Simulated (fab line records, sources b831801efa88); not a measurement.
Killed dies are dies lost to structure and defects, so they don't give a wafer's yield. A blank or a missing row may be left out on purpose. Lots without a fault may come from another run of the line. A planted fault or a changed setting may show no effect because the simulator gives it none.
fab line records | flow sky130
record lots=6 wafers=18 last_day=50
route steps=708 shown VIA2@525 METAL3@532 CAPM@537 PAD_OPEN@708
lots that met no fault: from a run of the same line without faults
start_h: hours from the record's first day to the start of the lot's first wafer shown | wait_h: hours since the lot's step before | " the same as in the row above | L1.1+2: a row that stands for several wafers | - no value, or no start given | * or withheld: withheld | < > ~ a bound
route shown NAME@n: a module of which the file shows steps, and the number in the route of the first | usual: mean/standard deviation of fault-free wafers | same: alike in all rows | chamber/n: place in a boat | sites: the reading at each site | _std_site: their standard deviation | _edge_site: outer sites' mean less inner sites' | radius_mm: how far each site lies from the wafer's centre | mask NAME#n: copy n | behind: the tool/chamber that last shaped the wafer | hold: why the lot was held/for how many hours/how that ended | device: the transistor (n, p or np) that didn't switch | end of line: the same wafers' tests at the end of the route | a step without rows: its recipe alone | killed: dies lost to structure and defects at the first sort, not the wafer's yield | map: a wafer's dies, x killed, . not, _ none there
set.NAME: the setting as run; set.NAME@STEP: as run at that earlier step | model.NAME: the simulator's own value behind a step, which no gauge read
lots at some steps of the route; a table a step, a row a wafer
services: from which hour (start_h, from the record's first day; less than 0 if before it) a tool's chamber was out of use, for how many hours, and why
## steps
# step SKY_VIA2_CLEAN_18
# recipe chemistry=IPA time_s=180 temp_c=25
# step SKY_VIA2_CLEAN_19
# recipe chemistry=O3/DIW dry=n2_spin
# step SKY_VIA2_SPUTTER_20
# recipe material=TiN target_thk_nm=20 chamber_pressure_pa=5 power_w=4000 time_s=80
# step SKY_VIA2_CVD_21
# recipe material=W target_thk_nm=420 time_s=126.4 temp_c=400 pressure_torr=40
# step SKY_VIA2_RS_MEAS_22
# recipe thk_meas_gauge=four-point-probe reads=W_of_VIA2_CVD_21+TiN_of_VIA2_SPUTTER_20
# usual VIA2_W_RS=0.2743/0.0028
# columns lot.wafer tool chamber start_h wait_h VIA2_W_RS[ohm/sq]
L511.3 film_metro-02 - 873.01 0.1 0.2741
L511.4 " - " " 0.2720
L511.5 " - " " 0.2701
L517.4 film_metro-04 - 918.39 0.1 0.2760
L517.5 " - " " 0.2783
L517.6 " - " " 0.2764
L527.2 film_metro-02 - 984.64 0.1 0.2723
L527.3 " - " " 0.2716
L527.4 " - " " 0.2739
L528.3 film_metro-02 - 996.00 0.1 0.2770
L528.4 " - " " 0.2769
L528.5 " - " " 0.2744
L529.1 film_metro-02 - 1000.62 0.1 0.2744
L529.4 " - " " 0.2714
L529.6 " - " " 0.2712
L530.1 film_metro-02 - 1001.27 0.1 0.2734
L530.5 " - " " 0.2730
L530.6 " - " " 0.2719
# step SKY_VIA2_THK_MEAS_23
# recipe thk_meas_gauge=xrf reads=W_of_VIA2_CVD_21
# usual VIA2_W_THK=394/4.5
# columns lot.wafer tool chamber start_h wait_h VIA2_W_THK[nm]
L511.3 film_metro-02 - 873.11 0.1 396
L511.4 " - " " 396
L511.5 " - " " 401
L517.4 film_metro-04 - 918.48 0.1 393
L517.5 " - " " 393
L517.6 " - " " 393
L527.2 film_metro-02 - 984.75 0.1 396
L527.3 " - " " 397
L527.4 " - " " 392
L528.3 film_metro-02 - 996.10 0.1 388
L528.4 " - " " 387
L528.5 " - " " 391
L529.1 film_metro-02 - 1000.74 0.1 389
L529.4 " - " " 398
L529.6 " - " " 395
L530.1 film_metro-02 - 1001.39 0.1 392
L530.5 " - " " 396
L530.6 " - " " 396
# step SKY_VIA2_CMP_24
# recipe stop_on=SiO2 t_overpolish_s=20 down_force_psi=3.5 platen_rpm=60 target_thk_nm=0 pad_velocity_m_s=0.94248
# usual motor_current_A=11.5/1.2 overpolish_run_s=20.000/0.009 time_to_endpoint_s=99.4/2.8
# columns lot.wafer tool chamber start_h wait_h motor_current_A overpolish_run_s time_to_endpoint_s
L511.3 cmp-02 3 873.20 0.1 11.3 19.996 99.3
L511.4 " 0 " " 12.2 20.007 96.5
L511.5 " 2 " " 11.1 20.001 94.9
L517.4 cmp-02 2 918.66 0.2 10.8 19.997 101.4
L517.6 " 3 " " 10.5 20.005 104.5
L517.5 " 0 " " 11.8 20.004 98.8
L527.4 cmp-01 1 984.80 0.0 11.1 19.996 102.2
L527.2 " 2 " " 9.7 20.002 100.7
L527.3 " 3 " " 11.9 20.006 97.7
L528.4 cmp-01 0 996.19 0.1 10.6 20.003 95.0
L528.3 " 2 " " 9.9 19.991 95.4
L528.5 " 0 " " 10.8 20.008 100.4
L529.1 cmp-02 2 1000.85 0.1 11.1 19.995 96.6
L529.4 " 3 " " 11.4 20.020 96.2
L529.6 " 2 " " 11.2 19.996 94.0
L530.1 cmp-01 3 1001.50 0.1 11.7 20.002 99.7
L530.5 " 2 " " 9.6 20.002 103.3
L530.6 " 3 " " 11.5 20.000 98.2
# step SKY_METAL3_SPUTTER_00
# recipe material=Ti target_thk_nm=15 power_w=3000 time_s=10 chamber_pressure_pa=0.4
# usual throttle_valve_pct=30.6/1
# columns lot.wafer tool chamber start_h wait_h throttle_valve_pct
L511.3 pvd_sputter-03 - 873.45 0.2 30.2
L511.4 " - " " 31.6
L511.5 " - " " 32.3
L517.4 pvd_sputter-02 - 918.81 0.1 30.3
L517.5 " - " " 30.2
L517.6 " - " " 30.4
L527.2 pvd_sputter-03 - 985.10 0.2 29.0
L527.3 " - " " 31.9
L527.4 " - " " 30.2
L528.3 pvd_sputter-03 - 996.44 0.1 31.8
L528.4 " - " " 32.0
L528.5 " - " " 29.0
L529.1 pvd_sputter-03 - 1001.10 0.2 31.8
L529.4 " - " " 28.7
L529.6 " - " " 31.9
L530.1 pvd_sputter-02 - 1001.75 0.2 30.8
L530.5 " - " " 30.3
L530.6 " - " " 31.0
# step SKY_METAL3_SPUTTER_01
# recipe material=TiN target_thk_nm=20 power_w=6500 time_s=16.7 chamber_pressure_pa=0.4
# step SKY_METAL3_SPUTTER_02
# recipe material=AlCu target_thk_nm=735 power_w=10600 time_s=39.1 chamber_pressure_pa=0.4
# step SKY_METAL3_SPUTTER_03
# recipe material=Ti target_thk_nm=5 power_w=3000 time_s=3.3 chamber_pressure_pa=0.4
# step SKY_METAL3_SPUTTER_04
# recipe material=TiN target_thk_nm=70 power_w=6500 time_s=58.3 chamber_pressure_pa=0.4
# step SKY_CAPM_CVD_00
# recipe material=SiO2 target_thk_nm=15.5 temp_c=400 time_s=withheld rf_w=450
# usual heater_power_w=704/89
# columns lot.wafer tool chamber start_h wait_h heater_power_w model.SiO2_of_CAPM_CVD_00.thk_nm
L511.3 pecvd-01 1 873.60 0.0 781 15.44
L511.4 " 0 " " 567 15.72
L511.5 " 2 " " 635 16.04
L517.4 pecvd-03 2 918.98 0.0 710 15.37
L517.5 " 0 " " 703 15.38
L517.6 " 1 " " 862 15.39
L527.2 pecvd-02 1 985.25 0.0 623 15.22
L527.3 " 2 " " 783 15.21
L527.4 " 0 " " 679 15.62
L528.3 pecvd-01 2 996.59 0.0 613 28.12
L528.4 " 1 " " 781 15.71
L528.5 " 2 " " 612 15.6
L529.1 pecvd-01 2 1001.25 0.0 702 15.45
L529.4 " 0 " " 527 15.6
L529.6 " 2 " " 718 28.37
L530.1 pecvd-03 1 1001.90 0.0 907 15.42
L530.5 " 0 " " 657 15.42
L530.6 " 2 " " 645 15.6
# step SKY_CAPM_THK_MEAS_01
# recipe reads=SiO2_of_CAPM_CVD_00
# usual CAPM_CVD_00_THK=15.44/0.21
# columns lot.wafer tool chamber start_h wait_h CAPM_CVD_00_THK[nm]
L511.3 film_metro-01 - 873.65 - 15.42
L511.4 " - " " 15.69
L511.5 " - " " 16.04
L517.4 film_metro-01 - 919.02 - 15.42
L517.5 " - " " 15.38
L517.6 " - " " 15.42
L527.2 film_metro-01 - 985.28 - 15.21
L527.3 " - " " 15.23
L527.4 " - " " 15.53
L528.3 film_metro-01 - 996.63 - 28.17
L528.4 " - " " 15.72
L528.5 " - " " 15.62
L529.1 film_metro-01 - 1001.28 - 15.49
L529.4 " - " " 15.59
L529.6 " - " " 28.39
L530.1 film_metro-04 - 1001.92 - 15.44
L530.5 " - " " 15.39
L530.6 " - " " 15.59
# step SKY_CAPM_SPUTTER_02
# recipe material=TiN target_thk_nm=200 temp_c=300 power_w=6500 time_s=166.7 chamber_pressure_pa=0.4
# usual throttle_valve_pct=30.1/0.71
# columns lot.wafer tool chamber start_h wait_h throttle_valve_pct
L511.3 pvd_sputter-04 - 873.69 0.0 29.6
L511.4 " - " " 30.2
L511.5 " - " " 29.8
L517.4 pvd_sputter-04 - 919.05 0.0 30.4
L517.5 " - " " 30.1
L517.6 " - " " 29.7
L527.2 pvd_sputter-04 - 985.33 0.0 30.6
L527.3 " - " " 29.9
L527.4 " - " " 29.8
L528.3 pvd_sputter-01 - 996.67 0.0 30.4
L528.4 " - " " 30.9
L528.5 " - " " 31.4
L529.1 pvd_sputter-04 - 1001.34 0.1 30.7
L529.4 " - " " 29.6
L529.6 " - " " 29.5
L530.1 pvd_sputter-01 - 1001.98 0.1 30.5
L530.5 " - " " 29.6
L530.6 " - " " 30.1
# step SKY_CAPM_RS_MEAS_03
# recipe thk_meas_gauge=four-point-probe reads=TiN_of_CAPM_SPUTTER_02
# usual CAPM_TIN_RS=6.92/0.076
# columns lot.wafer tool chamber start_h wait_h CAPM_TIN_RS[ohm/sq]
L511.3 film_metro-02 - 873.83 0.1 6.90
L511.4 " - " " 6.87
L511.5 " - " " 6.89
L517.4 film_metro-02 - 919.22 0.1 6.84
L517.5 " - " " 6.83
L517.6 " - " " 6.83
L527.2 film_metro-02 - 985.46 0.1 6.87
L527.3 " - " " 6.82
L527.4 " - " " 6.82
L528.3 film_metro-02 - 996.82 0.1 7.01
L528.4 " - " " 6.92
L528.5 " - " " 6.99
L529.1 film_metro-04 - 1001.45 0.1 6.95
L529.4 " - " " 6.96
L529.6 " - " " 6.94
L530.1 film_metro-01 - 1002.09 0.1 7.08
L530.5 " - " " 7.01
L530.6 " - " " 7.03
# step SKY_CAPM_THK_MEAS_04
# recipe thk_meas_gauge=xrf reads=TiN_of_CAPM_SPUTTER_02
# usual CAPM_TIN_THK=200.0/2.4
# columns lot.wafer tool chamber start_h wait_h CAPM_TIN_THK[nm]
L511.3 film_metro-02 - 873.93 0.1 199.4
L511.4 " - " " 199.1
L511.5 " - " " 199.5
L517.4 film_metro-02 - 919.31 0.1 202.7
L517.5 " - " " 202.9
L517.6 " - " " 203.8
L527.2 film_metro-02 - 985.57 0.1 201.0
L527.3 " - " " 202.9
L527.4 " - " " 202.6
L528.3 film_metro-02 - 996.92 0.1 197.1
L528.4 " - " " 199.4
L528.5 " - " " 198.4
L529.1 film_metro-04 - 1001.57 0.1 200.1
L529.4 " - " " 200.0
L529.6 " - " " 200.6
L530.1 film_metro-01 - 1002.21 0.1 195.2
L530.5 " - " " 198.3
L530.6 " - " " 196.4
# step SKY_CAPM_DEHYDRATE_05
# recipe temp_c=200 time_s=60
# step SKY_CAPM_HMDS_06
# recipe prime_time_s=60 prime_temp_c=120
# step SKY_CAPM_COAT_07
# recipe resist=NOVOLAK spin_rpm=3000 resist_thk_nm=1140
# step SKY_CAPM_SOFTBAKE_08
# recipe temp_c=90 time_s=60 resist=NOVOLAK
# step SKY_CAPM_EXPOSE_09
# recipe mask_id=CAPM na=0.6 source_shape=conventional sigma_outer=0.6 polarization=unpolarized target_cd_nm=1000 dose_mj=159
# step SKY_CAPM_PEB_10
# recipe temp_c=withheld time_s=* resist=NOVOLAK
# step SKY_CAPM_DEVELOP_11
# recipe resist=NOVOLAK developer=TMAH develop_time_s=60 dev_temp_c=23
# step SKY_CAPM_OVL_MEAS_12
# usual CAPM_OVL=-0.2/1.4
# columns lot.wafer tool chamber start_h wait_h CAPM_OVL[nm]
L511.3 overlay-01 - 899.63 0.1 1.2
L511.4 " - " " 2.4
L511.5 " - " " 1.8
L517.4 overlay-01 - 943.32 0.1 -0.1
L517.5 " - " " 0.1
L517.6 " - " " -1.4
L527.2 overlay-01 - 1007.92 0.1 -0.5
L527.3 " - " " 1.0
L527.4 " - " " -0.3
L528.3 overlay-02 - 1019.43 0.1 0.9
L528.4 " - " " 1.1
L528.5 " - " " 0.4
L529.1 overlay-01 - 1024.32 0.1 -1.4
L529.4 " - " " -0.8
L529.6 " - " " -2.4
L530.1 overlay-02 - 1024.81 0.1 -2.0
L530.5 " - " " -2.6
L530.6 " - " " -4.7
# step SKY_CAPM_METAL_ETCH_13
# recipe target_depth_nm=220 stop_on=SiO2 chemistry=Cl2/BCl3 target=TiN pressure_mtorr=10 icp_w=900 bias_w=48.5 Cl2_flow_sccm=60 bcl3_flow_sccm=30 time_s=62.9
# step SKY_CAPM_STRIP_14
# recipe chemistry=O2/N2 power_w=1400 pressure_mtorr=1500 platen_temp_c=withheld o2_flow_sccm=3000 n2_flow_sccm=300 overash_fraction=0.5
# usual drypump_motor_current_A=5.3/0.34 oes_product_au=0.711/0.0046 strip_time_to_endpoint_s=12.66/0.038
# columns lot.wafer tool chamber start_h wait_h drypump_motor_current_A oes_product_au rf_hours_counter_h strip_time_to_endpoint_s
L511.3 plasma_asher-01 0 899.76 0.1 4.8 0.709 - 12.73
L511.4 " 1 " " 5.5 0.709 - 12.69
L511.5 " 0 " " 4.8 0.704 - 12.68
L517.4 plasma_asher-01 0 943.45 0.1 4.8 0.713 - 12.59
L517.5 " 1 " " 5.4 0.715 - 12.62
L517.6 " 0 " " 4.8 0.707 - 12.61
L527.2 plasma_asher-04 1 1008.03 0.1 5.3 0.706 103 12.70
L527.3 " 0 " " 5.1 0.704 - 12.65
L527.4 " 1 " " 5.3 0.718 - 12.65
L528.3 plasma_asher-01 1 1019.56 0.1 5.4 0.709 - 12.62
L528.4 " 0 " " 4.8 0.702 - 12.66
L528.5 " 1 " " 5.4 0.716 - 12.70
L529.1 plasma_asher-02 0 1024.43 0.1 5.6 0.712 90 12.64
L529.4 " 1 " " 5.7 0.710 - 12.61
L529.6 " 0 " " 5.6 0.704 - 12.61
L530.1 plasma_asher-02 0 1024.93 0.1 5.6 0.702 90 12.69
L530.5 " 0 " " 5.6 0.718 - 12.76
L530.6 " 1 " " 5.8 0.719 - 12.70
# step SKY_CAPM_STRIP_15
# recipe chemistry=post_etch_residue_remover time_s=1200 temp_c=72.5
# step SKY_CAPM_CLEAN_16
# recipe chemistry=IPA time_s=180 temp_c=25
# step SKY_CAPM_CLEAN_17
# recipe chemistry=O3/DIW dry=n2_spin
# step SKY_METAL3_DEHYDRATE_05
# recipe temp_c=200 time_s=60
# step SKY_METAL3_HMDS_06
# recipe prime_time_s=60 prime_temp_c=120
# step SKY_METAL3_COAT_07
# recipe resist=BARC temp_c=withheld time_s=withheld spin_rpm=3000 resist_thk_nm=60
# step SKY_METAL3_COAT_08
# recipe resist=KrF-thick spin_rpm=3000 resist_thk_nm=1140
# step SKY_METAL3_SOFTBAKE_09
# recipe temp_c=100 time_s=90 resist=KrF-thick
# step SKY_METAL3_EXPOSE_10
# recipe mask_id=MM3 na=0.68 source_shape=annular sigma_inner=0.4 sigma_outer=0.8 target_cd_nm=300 dose_mj=28
# step SKY_METAL3_PEB_11
# recipe peb_temp_c=withheld peb_time_s=withheld resist=KrF-thick
# step SKY_METAL3_DEVELOP_12
# recipe develop_time_s=60 resist=KrF-thick dev_temp_c=21
# step SKY_METAL3_CD_MEAS_13
# recipe target_cd_nm=300
# usual cd_nm=300.2/1.3
# columns lot.wafer tool chamber start_h wait_h cd_nm
L511.3 cd_sem-02 - 925.55 - 298.8
L511.4 " - " " 298.2
L511.5 " - " " 299.7
L517.4 cd_sem-02 - 968.42 - 300.8
L517.5 " - " " 301.4
L517.6 " - " " 301.6
L527.2 cd_sem-01 - 1030.79 - 302.4
L527.3 " - " " 301.9
L527.4 " - " " 302.0
L528.3 cd_sem-02 - 1042.36 - 299.5
L528.4 " - " " 298.8
L528.5 " - " " 299.5
L529.1 cd_sem-01 - 1046.82 - 302.0
L529.4 " - " " 301.0
L529.6 " - " " 301.1
L530.1 cd_sem-02 - 1047.92 - 300.2
L530.5 " - " " 300.1
L530.6 " - " " 301.4
# step SKY_METAL3_OVL_MEAS_14
# usual METAL3_OVL=3/5.2
# columns lot.wafer tool chamber start_h wait_h METAL3_OVL[nm]
L511.3 overlay-01 - 925.65 0.1 6
L511.4 " - " " 5
L511.5 " - " " 8
L517.4 overlay-02 - 968.50 0.1 2
L517.5 " - " " 12
L517.6 " - " " 5
L527.2 overlay-02 - 1030.90 0.1 -3
L527.3 " - " " -2
L527.4 " - " " 3
L528.3 overlay-01 - 1042.45 0.1 7
L528.4 " - " " 6
L528.5 " - " " -2
L529.1 overlay-02 - 1046.94 0.1 1
L529.4 " - " " 0
L529.6 " - " " 2
L530.1 overlay-02 - 1048.04 0.1 20
L530.5 " - " " 16
L530.6 " - " " 3
# step SKY_METAL3_DESCUM_15
# recipe chemistry=O2 source_power_w=150 bias_power_w=0 pressure_mtorr=10 temp_c=40 time_s=8
# step SKY_METAL3_ETCH_16
# recipe chemistry=N2/H2 target=BARC ion_energy_ev=200 bias_w=100 pressure_mtorr=30 n2_flow_sccm=100 h2_flow_sccm=200 icp_w=500 stop_on=SiO2 time_s=88.2 target_depth_a=600
# usual drypump_motor_current_A=5.8/0.48 he_backside_leak_sccm=3.40/0.16 oes_product_au=0.625/0.0046 throttle_valve_pct=13.205/0.0093
# columns lot.wafer tool chamber start_h wait_h drypump_motor_current_A he_backside_leak_sccm oes_product_au rf_hours_counter_h throttle_valve_pct
L511.3 rie_metal-01 1 925.73 0.0 5.1 4.09 0.628 - 13.207
L511.4 " 0 " " 6.2 3.52 0.626 - 13.204
L511.5 " 1 " " 5.1 3.43 0.628 - 13.215
L517.4 rie_metal-04 1 968.58 0.0 5.5 3.51 0.621 - 13.196
L517.5 " 0 " " 6.4 3.11 0.616 - 13.210
L517.6 " 1 " " 5.5 3.50 0.623 - 13.209
L527.2 rie_metal-01 0 1030.96 0.0 6.2 3.27 0.624 1 13.198
L527.3 " 1 " " 5.1 3.65 0.624 - 13.201
L527.4 " 0 " " 6.2 3.18 0.627 - 13.204
L528.3 rie_metal-04 1 1042.54 0.0 5.5 3.55 0.632 - 13.201
L528.4 " 0 " " 6.4 3.32 0.630 - 13.209
L528.5 " 1 " " 5.5 3.49 0.626 - 13.214
L529.1 rie_metal-04 1 1047.01 0.0 5.5 3.48 0.615 9 13.199
L529.4 " 1 " " 5.5 3.44 0.622 - 13.211
L529.6 " 1 " " 5.5 3.42 0.625 - 13.216
L530.1 rie_metal-02 1 1048.11 0.0 6.3 3.57 0.617 17 13.208
L530.5 " 0 " " 5.8 3.53 0.630 - 13.191
L530.6 " 1 " " 6.3 3.55 0.627 - 13.201
# step SKY_METAL3_ETCH_17
# recipe target=SiO2 stop_on=TiN chemistry=C4F8/O2/Ar source_w=1500 bias_w=1200 pressure_mtorr=40 c4f8_flow_sccm=withheld O2_flow_sccm=6 Ar_flow_sccm=300 time_s=3.9 target_depth_a=150
# usual oes_product_au=0.754/0.0064
# columns lot.wafer tool chamber start_h wait_h oes_product_au
L511.3 rie_diel-04 0 925.80 0.0 0.751
L511.4 " 1 " " 0.761
L511.5 " 1 " " 0.770
L517.4 rie_diel-04 0 968.65 0.0 0.759
L517.5 " 3 " " 0.755
L517.6 " 0 " " 0.752
L527.2 rie_diel-04 2 1031.06 0.1 0.751
L527.3 " 0 " " 0.750
L527.4 " 1 " " 0.756
L528.3 rie_diel-02 1 1042.61 0.0 0.997
L528.4 " 2 " " 0.764
L528.5 " 0 " " 0.755
L529.1 rie_diel-04 2 1047.11 0.1 0.744
L529.4 " 3 " " 0.750
L529.6 " 0 " " 0.996
L530.1 rie_diel-04 0 1048.21 0.1 0.750
L530.5 " 0 " " 0.754
L530.6 " 1 " " 0.765
# step SKY_PAD_OPEN_PROBE_99
# usual defect_limited_yield=82.4/2 killed_at_M0_to_M3=44/6.8 killed_at_M4_up=3.4/2 killed_at_contacts=24/5.2 killed_at_front_end=15/5.2 killed_at_other=0.2/0.46 killed_dies=87/9.8 killed_open=47/7.5 killed_short=39/6.8
# same gross_dies=492 killed_at_back_side=0
# columns lot.wafer tool chamber start_h wait_h defect_limited_yield[%] killed_at_M0_to_M3 killed_at_M4_up killed_at_contacts killed_at_front_end killed_at_other killed_dies killed_open killed_short model.etest.tester.sort_n_pass model.etest.tester.sort_yield_pct model.etest.tester.sort_bin_3_pct model.etest.nfet_01v8_turned.over_limit model.etest.pfet_01v8_lvt.over_limit model.etest.diode_pdiff_nwell_hv.over_limit model.etest.via3_chain.short model.etest.met5.short
L511.3 prober-01 - 1095.48 0.2 81.7 53 4 22 9 2 90 48 42 402 81.71 0.6098 0 0 0 0 0
L511.4 prober-01 - 1095.53 0.2 83.3 35 3 33 11 0 82 51 31 410 83.33 0.6098 0 0 0 0 0
L511.5 prober-01 - 1095.58 0.2 81.1 44 5 32 12 0 93 50 43 399 81.1 1.626 0 0 0 0 0
L517.4 prober-01 - 1129.83 0.2 84.8 38 2 26 9 0 75 41 34 417 84.76 2.033 0 0 0 0 0
L517.5 prober-01 - 1129.88 0.2 83.5 43 3 20 15 0 81 41 40 411 83.54 0.813 0 0 0 0 0
L517.6 prober-01 - 1129.93 0.2 80.3 44 6 19 28 0 97 59 38 395 80.28 1.016 0 0 0 0 0
L527.2 prober-01 - 1180.79 0.1 83.5 42 3 28 8 0 81 42 39 411 83.54 0.813 0 0 0 0 0
L527.3 prober-01 - 1180.84 0.2 81.5 48 1 28 14 0 91 40 51 401 81.5 0.6098 0 0 0 0 0
L527.4 prober-01 - 1180.89 0.2 82.9 39 1 28 16 0 84 50 34 408 82.93 0.813 0 0 0 0 0
L528.3 prober-02 - 1186.67 0.2 81.7 48 4 25 12 1 90 42 48 0 0 82.3 1 1 1 1 1
L528.4 prober-02 - 1186.72 0.2 85.0 42 5 17 10 0 74 31 43 418 84.96 0.813 0 0 0 0 0
L528.5 prober-02 - 1186.77 0.2 81.1 45 2 26 20 0 93 58 35 399 81.1 1.22 0 0 0 0 0
L529.1 prober-01 - 1191.23 0.1 82.3 50 2 18 17 0 87 36 51 405 82.32 0.6098 0 0 0 0 0
L529.4 prober-01 - 1191.38 0.2 84.3 39 7 21 10 0 77 38 39 415 84.35 0 0 0 0 0 0
L529.6 prober-01 - 1191.48 0.2 82.9 38 3 29 14 0 84 50 34 0 0 83.33 1 1 1 1 1
L530.1 prober-02 - 1192.20 0.1 82.9 45 2 18 19 0 84 56 28 408 82.93 1.016 0 0 0 0 0
L530.5 prober-02 - 1192.40 0.2 82.5 55 4 21 6 0 86 47 39 406 82.52 1.22 0 0 0 0 0
L530.6 prober-02 - 1192.45 0.2 83.1 41 4 21 16 1 83 49 34 409 83.13 0.813 0 0 0 0 0
# killed by level:class
L511.3 VIA2:geometric_particle:open=12 VIA1:geometric_particle:open=10 CONTACT:geometric_particle:open=8 METAL2:geometric_particle:short=7 LI_CONTACT:geometric_particle:open=6 VIA1:geometric_particle:short=6 VIA3:geometric_particle:open=5 METAL3:geometric_particle:short=5
L511.4 CONTACT:geometric_particle:open=13 VIA1:geometric_particle:open=10 CONTACT:geometric_particle:short=8 METAL2:geometric_particle:short=6 LI_CONTACT:geometric_particle:open=6 FIELD_ISO:geometric_particle:open=4 FIELD_ISO:geometric_particle:short=4 VIA2:geometric_particle:open=4
L511.5 CONTACT:geometric_particle:open=13 LI_CONTACT:geometric_particle:open=10 VIA1:geometric_particle:open=8 METAL2:geometric_particle:short=7 VIA2:geometric_particle:open=6 CONTACT:geometric_particle:short=5 METAL1:geometric_particle:short=5 FIELD_ISO:geometric_particle:short=4
L517.4 CONTACT:geometric_particle:open=10 VIA1:geometric_particle:open=8 VIA3:geometric_particle:open=6 LI_CONTACT:geometric_particle:short=5 METAL1:geometric_particle:short=4 METAL2:geometric_particle:short=4 VIA2:geometric_particle:open=4 CONTACT:geometric_particle:short=3
L517.5 VIA1:geometric_particle:open=7 CONTACT:geometric_particle:open=7 VIA3:geometric_particle:open=7 VIA2:geometric_particle:open=6 VIA2:geometric_particle:short=6 POLY_GATE:geometric_particle:short=4 LI_CONTACT:geometric_particle:short=4 LOCAL_INTERCONNECT:geometric_particle:short=4
L517.6 CONTACT:geometric_particle:open=10 VIA1:geometric_particle:open=9 VIA2:geometric_particle:open=9 POLY_GATE:geometric_particle:open=8 VIA3:geometric_particle:open=8 FIELD_ISO:geometric_particle:open=7 FIELD_ISO:geometric_particle:short=5 METAL4:geometric_particle:short=5
L527.2 CONTACT:geometric_particle:open=16 METAL1:geometric_particle:short=8 VIA1:geometric_particle:open=7 METAL2:geometric_particle:short=6 VIA2:geometric_particle:open=5 LI_CONTACT:geometric_particle:open=4 VIA1:geometric_particle:short=4 VIA3:geometric_particle:open=4
L527.3 VIA1:geometric_particle:open=12 METAL1:geometric_particle:short=10 LI_CONTACT:geometric_particle:open=7 METAL2:geometric_particle:short=7 CONTACT:geometric_particle:open=6 LOCAL_INTERCONNECT:geometric_particle:short=5 CONTACT:geometric_particle:short=5 FIELD_ISO:geometric_particle:short=4
L527.4 CONTACT:geometric_particle:open=11 VIA1:geometric_particle:open=9 LI_CONTACT:geometric_particle:open=8 VIA2:geometric_particle:open=8 VIA3:geometric_particle:open=6 FIELD_ISO:geometric_particle:open=4 METAL2:geometric_particle:short=4 FIELD_ISO:geometric_particle:short=3
L528.3 VIA1:geometric_particle:open=11 VIA1:geometric_particle:short=10 CONTACT:geometric_particle:open=6 LI_CONTACT:geometric_particle:open=5 VIA2:geometric_particle:open=5 LOCAL_INTERCONNECT:geometric_particle:short=5 CONTACT:geometric_particle:short=5 METAL1:geometric_particle:short=4
L528.4 METAL1:geometric_particle:short=11 VIA1:geometric_particle:open=10 CONTACT:geometric_particle:open=5 VIA1:geometric_particle:short=5 VIA3:geometric_particle:short=5 FIELD_ISO:geometric_particle:short=4 LI_CONTACT:geometric_particle:open=4 METAL2:geometric_particle:short=4
L528.5 VIA1:geometric_particle:open=17 LI_CONTACT:geometric_particle:open=9 FIELD_ISO:geometric_particle:open=8 CONTACT:geometric_particle:open=8 METAL1:geometric_particle:short=7 FIELD_ISO:geometric_particle:short=5 VIA2:geometric_particle:open=5 POLY_GATE:geometric_particle:short=4
L529.1 VIA1:geometric_particle:open=12 METAL2:geometric_particle:short=9 LOCAL_INTERCONNECT:geometric_particle:short=6 CONTACT:geometric_particle:short=6 METAL1:geometric_particle:short=6 POLY_GATE:geometric_particle:short=5 VIA1:geometric_particle:short=5 FIELD_ISO:geometric_particle:open=4
L529.4 VIA1:geometric_particle:open=11 VIA3:geometric_particle:open=7 CONTACT:geometric_particle:short=5 CONTACT:geometric_particle:open=5 VIA1:geometric_particle:short=5 METAL2:geometric_particle:short=5 METAL4:geometric_particle:short=4 POLY_GATE:geometric_particle:short=3
L529.6 VIA1:geometric_particle:open=11 VIA2:geometric_particle:open=8 VIA1:geometric_particle:short=6 LI_CONTACT:geometric_particle:open=6 CONTACT:geometric_particle:short=6 CONTACT:geometric_particle:open=6 VIA3:geometric_particle:open=6 LI_CONTACT:geometric_particle:short=5
L530.1 VIA1:geometric_particle:open=16 VIA2:geometric_particle:open=10 CONTACT:geometric_particle:open=6 LI_CONTACT:geometric_particle:open=5 FIELD_ISO:geometric_particle:short=4 FIELD_ISO:geometric_particle:open=4 CONTACT:geometric_particle:short=4 VIA3:geometric_particle:open=4
L530.5 VIA1:geometric_particle:open=16 VIA1:geometric_particle:short=8 LI_CONTACT:geometric_particle:open=7 VIA2:geometric_particle:open=6 CONTACT:geometric_particle:short=5 METAL2:geometric_particle:short=5 VIA3:geometric_particle:open=5 VIA3:geometric_particle:short=4
L530.6 VIA1:geometric_particle:open=17 CONTACT:geometric_particle:open=8 FIELD_ISO:geometric_particle:open=6 VIA2:geometric_particle:open=6 LI_CONTACT:geometric_particle:open=5 METAL1:geometric_particle:short=5 FIELD_ISO:geometric_particle:short=4 VIA3:geometric_particle:open=4
## services
# columns tool chamber start_h hours kind
pecvd-01 - 852.94 0.2 repair
cmp-02 - 855.28 5.1 pm
plasma_asher-02 - 856.67 1.9 repair
plasma_asher-02 - 859.21 14.6 pm
cmp-02 - 885.91 0.3 repair
rie_diel-04 3 904.88 4.0 repair
cmp-01 - 911.56 3.7 repair
cmp-02 - 912.10 0.3 repair
cmp-01 - 915.25 4.0 pm
pvd_sputter-04 - 929.41 5.0 repair
cmp-02 - 929.83 0.4 repair
pvd_sputter-03 - 938.87 11.2 repair
rie_diel-04 0 953.94 7.1 repair
rie_diel-04 1 971.05 7.3 repair
rie_diel-04 - 971.57 0.5 repair
rie_diel-04 0 982.91 3.1 repair
pvd_sputter-03 - 988.03 3.4 repair
pecvd-01 1 999.91 17.4 repair
rie_metal-04 - 1013.40 0.1 repair
rie_diel-04 1 1016.73 2.1 repair
rie_metal-04 1 1019.89 15.9 repair
pvd_sputter-04 - 1020.62 0.9 repair
cmp-01 - 1039.91 1.2 repair
plasma_asher-01 - 1048.08 2.8 pm
## key
first_sign step=SKY_CAPM_THK_MEAS_01 reading=CAPM_CVD_00_THK direction=up sigmas=62 usual=15.44 struck=28.28
effect step=SKY_METAL3_ETCH_17 reading=oes_product_au direction=up sigmas=38 usual=0.754 struck=0.996
model_effect step=SKY_CAPM_CVD_00 value=SiO2_of_CAPM_CVD_00.thk_nm without=15.63 struck=28.25
model_effect step=SKY_PAD_OPEN_PROBE_99 value=etest.tester.sort_n_pass without=405 struck=0
met_at SKY_CAPM_CVD_00
struck_wafers L528.3,L529.6
onset_between 873.60 996.59
fault kind=process_parameter_drift tool=pecvd-01 chamber=- onset_h=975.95 steps=SKY_CAPM_CVD_00 channel=target_thk_nm offset=12.637 shape=step end_h=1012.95 scope=struck_wafers_only acts_in=these_recipes_only stated=15.5
